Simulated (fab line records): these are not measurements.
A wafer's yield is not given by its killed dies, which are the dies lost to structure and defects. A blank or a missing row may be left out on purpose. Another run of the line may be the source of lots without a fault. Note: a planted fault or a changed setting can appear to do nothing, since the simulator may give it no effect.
Chamber matching :: flow sky130 :: rie-diel-04 running SKY_CONTACT_ETCH_17: 4 sister chambers
The step etches SiO2 in C4F8/O2/Ar, stops on Si3N4, target depth 340 nm. 8 wafers are shown with their chamber, then 8 later ones without.

## WAFERS WITH THEIR CHAMBER
wafer: L332.6
chamber: 1
oes-product-au (a.u.): 0.893
bias-w (W): 1202

wafer: L333.5
chamber: 0
oes-product-au (a.u.): 0.889
bias-w (W): 1199

wafer: L336.5
chamber: 3
oes-product-au (a.u.): 0.893
bias-w (W): 1202

wafer: L336.6
chamber: 0
oes-product-au (a.u.): 0.888
bias-w (W): 1199

wafer: L338.1
chamber: 1
oes-product-au (a.u.): 0.890
bias-w (W): 1208

wafer: L338.2
chamber: 2
oes-product-au (a.u.): 0.897
bias-w (W): 1204

wafer: L338.6
chamber: 3
oes-product-au (a.u.): 0.887
bias-w (W): 1198

wafer: L341.1
chamber: 2
oes-product-au (a.u.): 0.892
bias-w (W): 1202

## WAFERS MISSING THEIR CHAMBER
wafer: L341.5
oes-product-au (a.u.): 0.888
bias-w (W): 1204

wafer: L341.6
oes-product-au (a.u.): 0.891
bias-w (W): 1202

wafer: L342.1
oes-product-au (a.u.): 0.891
bias-w (W): 1201

wafer: L342.2
oes-product-au (a.u.): 0.890
bias-w (W): 1195

wafer: L342.6
oes-product-au (a.u.): 0.889
bias-w (W): 1200

wafer: L344.1
oes-product-au (a.u.): 0.890
bias-w (W): 1203

wafer: L344.3
oes-product-au (a.u.): 0.895
bias-w (W): 1196

wafer: L344.6
oes-product-au (a.u.): 0.888
bias-w (W): 1199

## WHICH CHAMBER EACH ONE RAN IN
wafer: L341.5
from the rows above: can't be placed: 1 or 3 or 0 or 2
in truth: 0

wafer: L341.6
from the rows above: can't be placed: 3 or 1 or 2 or 0
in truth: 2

wafer: L342.1
from the rows above: can't be placed: 3 or 0 or 2 or 1
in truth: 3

wafer: L342.2
from the rows above: can't be placed: 0 or 3 or 2
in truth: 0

wafer: L342.6
from the rows above: can't be placed: 3 or 0 or 1 or 2
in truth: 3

wafer: L344.1
from the rows above: can't be placed: 1 or 3 or 2 or 0
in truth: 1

wafer: L344.3
from the rows above: can't be placed: 3 or 0 or 2 or 1
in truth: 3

wafer: L344.6
from the rows above: can't be placed: 0 or 3
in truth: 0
Placed correctly: 0 of 8. Can't be placed from these rows: 8 (the true chamber is among the candidates in 8). Wrongly placed: 0.
How it was worked out, from the rows above alone: a wafer's distance from a chamber is the root of the sum, over the readings, of the square of ((its reading less the chamber's mean) divided by the reading's scatter). If the next closest chamber is less than 2 further off than the closest, the wafer can't be placed; otherwise it belongs to the closest. A chamber's mean is the mean of its shown wafers. The scatter: take each reading less its chamber's mean, square it, sum over the shown wafers, divide by the number of wafers less the number of chambers, and take the root.
